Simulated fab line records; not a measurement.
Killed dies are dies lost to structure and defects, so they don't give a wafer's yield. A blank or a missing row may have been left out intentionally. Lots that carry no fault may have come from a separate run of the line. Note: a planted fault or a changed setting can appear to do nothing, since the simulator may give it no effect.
fab line records	flow gf180mcu
[record] lots = 14	wafers = 42	last-day = 34
route steps=602 shown M5@534 TOP_METAL@570 PASSIVATION@598
lots that met no fault: taken from a fault-free run of the same line
start-h: hours from the record's opening day to when the first of the lot's shown wafers began	wait-h: how many hours have passed since the lot's step before this one	" same as the row above	L1.1+2: a row that stands for several wafers	- value missing, or start not given	* or withheld: withheld	< > ~ a bound
route shown NAME@n: a module of which the file shows steps, and the number in the route of the first	usual: mean and standard deviation over wafers with no fault	same: alike in all rows	chamber/n: place in a boat	sites: readings site by site	_std_site: standard deviation of those values	_edge_site: mean of outer sites minus mean of inner sites	radius-mm: for every site, how far away it sits from the centre of the wafer	mask NAME#n: copy n	behind: the last tool/chamber to shape the wafer	hold: why the lot went on hold/how many hours it stayed there/how the hold came to an end	device: names the non-switching transistor (n, p or np)	end of line: at the end of the route, the tests of the same wafers	a step given without rows: its recipe and nothing more	killed: dies that structure and defects cost at the first sort, which is not the same as the wafer's yield	map: a wafer's dies, marking killed ones x, the rest . and places with no die _
set.NAME: the run value of the setting; set.NAME@STEP: its run value at that earlier step	model.NAME: the simulator's own value behind a step, which no gauge read
a sample of lots followed through the steps of the route, with each step as a table and each wafer as a row
services: the hour from which a tool's chamber was out of use, counted from the record's first day as start-h (under 0 if before that day), plus the number of hours and why
[[steps]]
[step GF_M5_OVL_MEAS_08]
[usual] M5_OVL = -5/4.8
lot.wafer	tool	chamber	start-h	wait-h	M5_OVL[nm]
L595.1	overlay-01	-	603.01	0.1	-1
L595.2	"	-	"	"	-2
L595.5	"	-	"	"	-5
L597.1	overlay-01	-	622.96	0.1	-13
L597.2	"	-	"	"	-10
L597.5	"	-	"	"	-9
L598.2	overlay-01	-	629.16	0.1	-13
L598.3	"	-	"	"	-10
L598.5	"	-	"	"	-10
L599.1	overlay-01	-	635.96	0.1	-4
L599.5	"	-	"	"	-4
L599.6	"	-	"	"	-3
L600.3	overlay-01	-	647.92	0.1	-11
L600.4	"	-	"	"	-8
L600.6	"	-	"	"	-3
L601.1	overlay-02	-	650.80	0.1	3
L601.3	"	-	"	"	0
L601.6	"	-	"	"	5
L603.1	overlay-01	-	668.80	0.1	-17
L603.4	"	-	"	"	-14
L603.5	"	-	"	"	-13
L604.1	overlay-01	-	680.76	0.1	-4
L604.3	"	-	"	"	5
L604.5	"	-	"	"	1
L605.2	overlay-02	-	684.10	0.1	-2
L605.3	"	-	"	"	-7
L605.5	"	-	"	"	-2
L612.1	overlay-02	-	726.85	0.1	-14
L612.4	"	-	"	"	-16
L612.5	"	-	"	"	-11
L613.1	overlay-01	-	736.96	0.1	-4
L613.3	"	-	"	"	-6
L613.5	"	-	"	"	-12
L615.1	overlay-02	-	745.96	0.1	1
L615.4	"	-	"	"	-2
L615.5	"	-	"	"	0
L616.1	overlay-02	-	753.51	0.1	2
L616.2	"	-	"	"	-7
L616.6	"	-	"	"	-6
L617.1	overlay-01	-	758.66	0.1	-1
L617.3	"	-	"	"	-8
L617.6	"	-	"	"	-3
[step GF_M5_METAL_ETCH_10]
[recipe] chemistry = Cl2/BCl3	mask-material = KrF	target-depth-nm = 627.5	stop-on = SiO2	pressure-mtorr = 8	icp-w = 800	bias-w = 140	Cl2_flow_sccm = 80	bcl3-flow-sccm = 40	time-s = 104.6
[usual] bcl3-flow-sccm = 40.00/0.11	bias-w = 140.0/0.43	drypump-motor-current-A = 5.95/0.22	oes-product-au = 0.972/0.0058	throttle-valve-pct = 28.250/0.011
lot.wafer	tool	chamber	start-h	wait-h	bcl3-flow-sccm	bias-w	drypump-motor-current-A	oes-product-au	rf-hours-counter-h	throttle-valve-pct
L595.1	rie-metal-01	1	603.07	0.0	40.00	140.3	5.65	0.973	0.5	28.262
L595.2	"	0	"	"	40.08	140.6	6.36	0.964	2.7	28.264
L595.5	"	1	"	"	39.93	140.4	5.65	0.972	-	28.250
L597.1	rie-metal-04	1	623.02	0.0	40.11	140.0	5.70	0.973	7.1	28.248
L597.2	"	0	"	"	40.06	140.1	5.98	0.965	4.0	28.248
L597.5	"	1	"	"	39.88	140.0	5.71	0.971	-	28.263
L598.2	rie-metal-02	1	629.21	0.0	39.98	140.1	5.98	0.983	2.8	28.235
L598.3	"	1	"	"	40.06	140.0	5.96	0.981	-	28.249
L598.5	"	0	"	"	40.05	139.7	6.13	0.988	-	28.238
L599.1	rie-metal-04	1	636.02	0.0	39.87	139.6	5.71	0.976	7.6	28.234
L599.5	"	0	"	"	39.80	140.0	5.96	0.972	-	28.221
L599.6	"	1	"	"	39.99	139.7	5.73	0.974	-	28.245
L600.3	rie-metal-04	0	648.01	0.0	39.79	138.9	5.92	0.972	-	28.242
L600.4	"	1	"	"	40.10	140.4	5.71	0.971	-	28.262
L600.6	"	1	"	"	39.90	140.3	5.66	0.970	-	28.261
L601.1	rie-metal-02	1	650.86	0.0	39.91	140.4	5.97	0.974	3.6	28.252
L601.3	"	1	"	"	39.86	140.0	5.97	0.973	-	28.246
L601.6	"	1	"	"	40.02	140.1	5.98	0.974	-	28.256
L603.1	rie-metal-01	1	668.86	0.0	39.99	140.1	5.63	0.978	2.5	28.255
L603.4	"	0	"	"	39.97	140.1	6.33	0.986	-	28.223
L603.5	"	0	"	"	39.80	139.9	6.36	0.972	-	28.270
L604.1	rie-metal-04	1	680.82	0.0	39.98	139.6	5.70	0.972	9.2	28.259
L604.3	"	1	"	"	39.88	139.9	5.70	0.972	-	28.241
L604.5	"	0	"	"	40.17	139.1	5.93	0.961	-	28.251
L605.2	rie-metal-02	1	684.16	0.0	40.12	140.4	5.95	0.974	4.7	28.246
L605.3	"	0	"	"	39.85	139.9	6.15	0.968	-	28.250
L605.5	"	0	"	"	39.99	140.0	6.14	0.976	-	28.220
L612.1	rie-metal-01	1	726.91	0.0	40.04	139.3	5.65	0.969	4.6	28.260
L612.4	"	0	"	"	39.95	139.8	6.32	0.973	-	28.267
L612.5	"	1	"	"	39.96	139.3	5.64	0.968	-	28.280
L613.1	rie-metal-01	0	737.02	0.0	39.94	139.8	6.35	0.964	7.1	28.263
L613.3	"	0	"	"	39.83	139.9	6.32	0.969	-	28.237
L613.5	"	0	"	"	40.00	140.4	6.34	0.965	-	28.235
L615.1	rie-metal-04	1	746.02	0.0	39.89	140.1	5.72	0.980	11.9	28.245
L615.4	"	1	"	"	39.98	138.9	5.71	0.973	-	28.241
L615.5	"	1	"	"	39.91	138.8	5.70	0.973	-	28.259
L616.1	rie-metal-04	0	753.57	0.0	39.95	140.1	5.96	0.964	8.8	28.251
L616.2	"	1	"	"	39.84	140.4	5.70	0.973	12.2	28.260
L616.6	"	0	"	"	39.97	140.1	5.94	0.975	-	28.259
L617.1	rie-metal-01	1	758.72	0.0	39.92	139.9	5.65	0.980	5.9	28.215
L617.3	"	1	"	"	40.01	140.4	5.66	0.976	-	28.251
L617.6	"	0	"	"	39.94	139.4	6.32	0.973	-	28.234
[step GF_TOP_METAL_SPUTTER_03]
[recipe] material = Ti	target-thk-nm = 5	substrate-temp-c = 300	chamber-pressure-pa = 0.3	power-w = 3000	time-s = 3.3
[usual] throttle-valve-pct = 30.3/0.71
lot.wafer	tool	chamber	start-h	wait-h	throttle-valve-pct
L595.1	pvd-sputter-03	-	626.05	0.0	29.3
L595.2	"	-	"	"	30.9
L595.5	"	-	"	"	30.5
L597.1	pvd-sputter-03	-	646.56	0.0	29.4
L597.2	"	-	"	"	31.1
L597.5	"	-	"	"	31.2
L598.2	pvd-sputter-02	-	652.77	0.0	30.8
L598.3	"	-	"	"	30.7
L598.5	"	-	"	"	30.5
L599.1	pvd-sputter-03	-	658.84	0.0	31.0
L599.5	"	-	"	"	31.0
L599.6	"	-	"	"	30.7
L600.3	pvd-sputter-01	-	670.04	0.0	29.4
L600.4	"	-	"	"	29.9
L600.6	"	-	"	"	30.3
L601.1	pvd-sputter-03	-	673.35	0.0	31.6
L601.3	"	-	"	"	31.4
L601.6	"	-	"	"	31.6
L603.1	pvd-sputter-01	-	690.84	0.0	30.0
L603.4	"	-	"	"	30.0
L603.5	"	-	"	"	30.0
L604.1	pvd-sputter-03	-	702.71	0.0	31.8
L604.3	"	-	"	"	29.2
L604.5	"	-	"	"	31.1
L605.2	pvd-sputter-01	-	705.24	0.0	29.3
L605.3	"	-	"	"	29.8
L605.5	"	-	"	"	30.4
L612.1	pvd-sputter-01	-	747.09	0.0	29.4
L612.4	"	-	"	"	30.2
L612.5	"	-	"	"	29.3
L613.1	pvd-sputter-01	-	756.80	0.0	29.6
L613.3	"	-	"	"	30.3
L613.5	"	-	"	"	30.3
L615.1	pvd-sputter-03	-	765.38	0.0	31.6
L615.4	"	-	"	"	30.6
L615.5	"	-	"	"	30.5
L616.1	pvd-sputter-03	-	772.98	0.0	29.0
L616.2	"	-	"	"	30.9
L616.6	"	-	"	"	31.2
L617.1	pvd-sputter-01	-	777.60	0.0	29.9
L617.3	"	-	"	"	30.2
L617.6	"	-	"	"	30.2
[step GF_PASSIVATION_ETCH_11]
[recipe] chemistry = CF4/O2	target-depth-nm = 1800	stop-on = TiN	source-w = 800	bias-w = 150	pressure-mtorr = 150	cf4-flow-sccm = 80	O2_flow_sccm = 10	time-s = 400
[usual] O2_flow_sccm = 10.00/0.031	bias-w = 150.0/0.43	drypump-motor-current-A = 5.5/0.4	oes-product-au = 0.962/0.0071	throttle-valve-pct = 5.959/0.009
lot.wafer	tool	chamber	start-h	wait-h	O2_flow_sccm	bias-w	drypump-motor-current-A	oes-product-au	rf-hours-counter-h	throttle-valve-pct
L595.1	rie-diel-03	2	666.93	-	9.97	149.4	5.2	0.958	10	5.963
L595.2	"	1	"	"	9.98	150.0	5.4	0.964	10	5.961
L595.5	"	0	"	"	10.06	149.8	5.7	0.967	-	5.971
L597.1	rie-diel-02	2	687.08	-	10.01	149.6	6.1	0.953	3	5.962
L597.2	"	3	"	"	10.01	149.4	5.3	0.961	12	5.960
L597.5	"	2	"	"	10.02	149.8	6.1	0.955	-	5.952
L598.2	rie-diel-03	0	692.04	-	10.02	150.0	5.7	0.957	24	5.957
L598.3	"	2	"	"	10.02	149.5	5.3	0.957	11	5.960
L598.5	"	0	"	"	9.99	149.7	5.7	0.964	-	5.954
L599.1	rie-diel-04	1	697.73	-	10.00	150.2	5.7	0.966	46	5.955
L599.5	"	2	"	"	9.95	150.4	5.2	0.970	-	5.968
L599.6	"	1	"	"	10.00	149.4	5.7	0.969	-	5.954
L600.3	rie-diel-03	2	708.13	-	9.94	149.8	5.2	0.958	12	5.951
L600.4	"	0	"	"	10.03	150.8	5.7	0.969	24	5.967
L600.6	"	2	"	"	9.99	149.8	5.2	0.966	-	5.965
L601.1	rie-diel-02	3	711.33	-	9.96	149.3	5.3	0.950	13	5.957
L601.3	"	0	"	"	10.00	149.8	5.6	0.957	8	5.960
L601.6	"	2	"	"	9.98	150.1	6.1	0.964	-	5.962
L603.1	rie-diel-03	1	729.78	-	-	-	-	-	-	-
L603.4	"	2	"	"	-	-	-	-	-	-
L603.5	"	1	"	"	-	-	-	-	-	-
L604.1	rie-diel-03	0	739.38	-	-	-	-	-	-	-
L604.3	"	1	"	"	-	-	-	-	-	-
L604.5	"	1	"	"	-	-	-	-	-	-
L605.2	rie-diel-02	0	741.39	-	9.98	150.1	5.6	0.952	9	5.959
L605.3	"	3	"	"	9.97	150.3	5.3	0.964	15	5.946
L605.5	"	3	"	"	9.98	149.9	5.3	0.975	-	5.948
L612.1	rie-diel-04	2	780.38	-	9.99	149.9	5.3	0.962	25	5.975
L612.4	"	0	"	"	9.96	150.7	5.5	0.970	-	5.959
L612.5	"	3	"	"	10.02	149.9	6.1	0.965	-	5.951
L613.1	rie-diel-04	0	790.23	-	10.04	149.8	5.5	0.964	25	5.964
L613.3	"	3	"	"	10.00	150.5	6.1	0.949	9	5.951
L613.5	"	2	"	"	9.99	150.1	5.2	0.959	-	5.953
L615.1	rie-diel-03	1	797.68	-	10.03	149.7	5.4	0.962	16	5.943
L615.4	"	3	"	"	10.01	149.8	6.1	0.960	37	5.962
L615.5	"	2	"	"	9.98	150.6	5.2	0.969	-	5.961
L616.1	rie-diel-04	2	805.13	-	10.01	150.5	5.2	0.965	27	5.957
L616.2	"	0	"	"	10.01	150.0	5.5	0.967	26	5.968
L616.6	"	0	"	"	10.00	150.2	5.5	0.974	-	5.951
L617.1	rie-diel-02	0	808.88	-	10.03	150.4	5.6	0.961	11	5.967
L617.3	"	3	"	"	10.01	149.7	5.4	0.964	17	5.965
L617.6	"	3	"	"	10.01	150.2	5.3	0.973	-	5.959
[step GF_PASSIVATION_STRIP_12]
[recipe] chemistry = O2/N2	power-w = 1400	pressure-mtorr = 1500	platen-temp-c = 250	o2-flow-sccm = 3000	n2-flow-sccm = 300	overash-fraction = 0.5
[usual] drypump-motor-current-A = 5.8/0.47	heater-power-w = 315/41	oes-product-au = 0.719/0.0044	strip-time-to-endpoint-s = 34.73/0.19
lot.wafer	tool	chamber	start-h	wait-h	drypump-motor-current-A	heater-power-w	oes-product-au	rf-hours-counter-h	strip-time-to-endpoint-s
L595.1	plasma-asher-02	0	667.17	0.1	5.4	379	0.723	22	34.49
L595.2	"	1	"	"	5.9	260	0.724	22	34.81
L595.5	"	1	"	"	5.9	261	0.724	-	34.92
L597.1	plasma-asher-04	0	687.32	0.1	6.3	297	0.716	90	34.81
L597.2	"	1	"	"	5.3	324	0.727	90	34.92
L597.5	"	0	"	"	6.3	300	0.718	-	35.02
L598.2	plasma-asher-03	1	692.28	0.1	6.5	366	0.714	110	34.43
L598.3	"	1	"	"	6.5	358	0.714	-	34.48
L598.5	"	1	"	"	6.5	364	0.719	-	34.35
L599.1	plasma-asher-04	0	697.97	0.1	6.2	300	0.717	91	34.85
L599.5	"	0	"	"	6.4	298	0.718	-	34.84
L599.6	"	1	"	"	5.3	323	0.720	-	34.80
L600.3	plasma-asher-02	0	708.40	0.2	5.3	388	0.726	-	34.86
L600.4	"	1	"	"	5.9	267	0.715	-	34.61
L600.6	"	1	"	"	5.9	270	0.721	-	34.71
L601.1	plasma-asher-04	0	711.57	0.1	6.3	307	0.716	93	34.74
L601.3	"	0	"	"	6.2	303	0.727	-	34.93
L601.6	"	0	"	"	6.3	302	0.722	-	34.80
L603.1	plasma-asher-04	1	730.02	0.1	5.3	313	0.731	95	48.15
L603.4	"	0	"	"	6.3	293	0.722	-	48.31
L603.5	"	0	"	"	6.3	292	0.729	-	48.32
L604.1	plasma-asher-02	1	739.62	0.1	5.9	264	0.725	32	48.11
L604.3	"	1	"	"	5.9	270	0.722	-	48.14
L604.5	"	1	"	"	5.9	267	0.728	-	47.99
L605.2	plasma-asher-02	0	741.63	0.1	5.3	388	0.712	32	34.53
L605.3	"	1	"	"	5.9	269	0.721	-	34.43
L605.5	"	0	"	"	5.4	386	0.727	-	34.37
L612.1	plasma-asher-04	1	780.62	0.1	5.3	323	0.716	101	34.98
L612.4	"	1	"	"	5.3	309	0.719	-	34.89
L612.5	"	1	"	"	5.3	317	0.710	-	35.02
L613.1	plasma-asher-03	0	790.47	0.1	6.2	257	0.721	5	34.87
L613.3	"	1	"	"	6.5	362	0.717	-	34.99
L613.5	"	0	"	"	6.2	258	0.708	-	34.48
L615.1	plasma-asher-03	0	797.92	0.1	6.2	259	0.719	6	34.68
L615.4	"	0	"	"	6.3	249	0.716	-	34.83
L615.5	"	1	"	"	6.5	368	0.718	-	34.86
L616.1	plasma-asher-03	1	805.37	0.1	6.5	376	0.729	7	34.63
L616.2	"	0	"	"	6.2	251	0.713	7	34.53
L616.6	"	1	"	"	6.5	375	0.713	-	34.45
L617.1	plasma-asher-04	0	809.12	0.1	6.3	310	0.725	104	34.82
L617.3	"	1	"	"	5.3	323	0.712	-	34.79
L617.6	"	0	"	"	6.3	300	0.721	-	34.69
[[services]]
tool	chamber	start-h	hours	kind
plasma-asher-02	-	580.96	28.1	pm
rie-metal-04	-	586.69	1.0	repair
rie-diel-03	1	616.49	27.2	repair
rie-diel-02	3	616.61	3.6	repair
rie-metal-04	0	625.40	8.5	repair
rie-diel-04	1	628.52	20.8	repair
rie-diel-02	3	630.17	5.3	repair
rie-diel-04	2	630.63	3.7	repair
rie-diel-03	3	633.58	1.2	repair
plasma-asher-03	-	645.74	0.7	repair
rie-diel-03	-	661.00	0.5	repair
rie-diel-02	0	662.18	2.2	repair
plasma-asher-02	-	666.65	0.3	repair
plasma-asher-03	-	676.26	4.2	repair
rie-diel-04	1	676.63	9.2	repair
rie-diel-04	3	687.05	4.7	repair
rie-diel-04	-	688.92	6.2	repair
pvd-sputter-03	-	691.60	4.9	repair
plasma-asher-03	-	704.25	30.8	repair
plasma-asher-04	-	705.93	1.4	repair
rie-metal-04	1	715.73	4.7	repair
rie-diel-04	0	726.11	14.0	repair
rie-diel-03	0	734.39	4.2	repair
rie-metal-01	-	773.15	4.3	pm
[[key]]
[first-sign] step = GF_PASSIVATION_ETCH_11	reading = tool-record	direction = missing
[effect] step = GF_PASSIVATION_STRIP_12	reading = strip-time-to-endpoint-s	direction = up	sigmas = 69	usual = *	struck = *
met-at GF_PASSIVATION_ETCH_11
struck-lots L603,L604
later-rows-left-out L603.1,L603.4,L603.5,L604.1,L604.3,L604.5
sort-left-out L603.1,L603.4,L603.5,L604.1,L604.3,L604.5
not-acting-at GF_M5_OVL_MEAS_08,GF_M5_METAL_ETCH_10,GF_TOP_METAL_SPUTTER_03
onset-between 708.13 729.78
[fault] kind = skipped-step-whole	tool = rie-diel-03	chamber = -	onset-h = 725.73	steps = GF_PASSIVATION_ETCH_11	scope = struck-lots-only
// sort-left-out: the simulated sort isn't trusted on such a fault, so these wafers' sort isn't shown, and their yield isn't known
// later-rows-left-out: the simulator's readings of these wafers behind a module that went badly wrong aren't trusted and aren't shown, but for the sort
